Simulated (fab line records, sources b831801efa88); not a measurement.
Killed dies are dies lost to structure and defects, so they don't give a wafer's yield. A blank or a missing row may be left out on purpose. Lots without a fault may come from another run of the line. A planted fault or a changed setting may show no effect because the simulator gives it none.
One fault seen from 2 desks | flow gf180mcu | each desk has only its own numbers; what lay behind them comes last

THE TOOL OWNER'S DESK: implanter-03
The tool's own readings at GF_DNWELL_IMPLANT_07: means of the sampled wafers that have a number, for each lot that ran on this tool. A lot is out of limits, marked OUT, if its mean lies more than 4 standard deviations from the usual mean; the brackets give that distance.
Columns: A = dose_ions_cm2 at GF_DNWELL_IMPLANT_07, usual 1e+13; B = faraday_current_uA at GF_DNWELL_IMPLANT_07, usual 56.4; C = tilt_deg at GF_DNWELL_IMPLANT_07, usual -0.001 degrees
lot  | first seen here | A                       | B              | C
L740 | day 3 04:49     | 1e+13                   | 56.1           | 0.004
L742 | day 3 14:58     | 1e+13                   | 56.2           | 0.006
L744 | day 4 03:41     | 1e+13                   | 57.2           | -0.030
L745 | day 4 09:14     | 1e+13                   | 56.3           | -0.007
L751 | day 5 20:28     | 3e+12 (-99 or more) OUT | 17.9 (-35) OUT | 0.022
L753 | day 6 04:41     | 3e+12 (-99 or more) OUT | 17.7 (-35) OUT | 0.020
This desk's finding: out of limits on L751, L753; first on L751, day 5 20:28 (dose_ions_cm2 at GF_DNWELL_IMPLANT_07). In limits: L740, L742, L744, L745.

THE METROLOGY DESK
What the gauges read, lot by lot, whatever tool the lot ran on: means of the sampled wafers that have a number. A lot is out of limits, marked OUT, if its mean lies more than 4 standard deviations from the usual mean; the brackets give that distance.
Columns: A = cd_nm at GF_STI_CD_MEAS_12, usual 219.9 nm; B = DNWELL_TW at GF_DNWELL_TW_MEAS_09, usual 1357; C = VT_IMPLANT_01_OVL at GF_VT_IMPLANT_OVL_MEAS_18, usual 0.1 nm
lot  | first seen here | A     | B             | C
L738 | day 2 03:58     | 218.6 | 1351          | -0.1
L739 | day 2 07:08     | 218.7 | 1369          | 2.4
L740 | day 2 12:34     | 221.3 | 1370          | -1.0
L741 | day 2 17:29     | 220.5 | 1361          | 2.3
L742 | day 2 21:34     | 219.1 | 1367          | -0.4
L744 | day 3 10:14     | 221.5 | 1344          | -0.3
L745 | day 3 13:59     | 221.4 | 1345          | 0.6
L746 | day 3 18:29     | 222.8 | 1340          | -1.1
L750 | day 4 15:51     | 218.9 | 1361          | -0.4
L751 | day 4 20:40     | 219.8 | 924 (-39) OUT | -1.7
L753 | day 5 07:25     | 221.3 | 937 (-38) OUT | 0.7
L757 | day 6 03:00     | 220.7 | 1345          | 0.9
L758 | day 6 12:01     | 218.1 | 1368          | -0.5
This desk's finding: out of limits on L751, L753; first on L751, day 5 20:42 (DNWELL_TW at GF_DNWELL_TW_MEAS_09). In limits: L738, L739, L740, L741, L742, L744, L745, L746, L750, L757, L758.

PUT TOGETHER
The tool owner's desk could have raised an alarm at day 5 20:28, on L751, L753.
The metrology desk could have raised an alarm at day 5 20:42, on L751, L753.
Of the lots named, all ran GF_DNWELL_IMPLANT_07 on implanter-03.

WHAT THE SIMULATOR HAD PUT IN
Process parameter drift: implanter-03, from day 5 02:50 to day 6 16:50, at GF_DNWELL_IMPLANT_07. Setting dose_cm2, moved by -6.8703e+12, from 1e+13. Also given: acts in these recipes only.
Lots struck among those shown: L751, L753.
Hours from the fault's start to each desk's first reading out of limits: the tool owner's desk, 18; the metrology desk, 18.
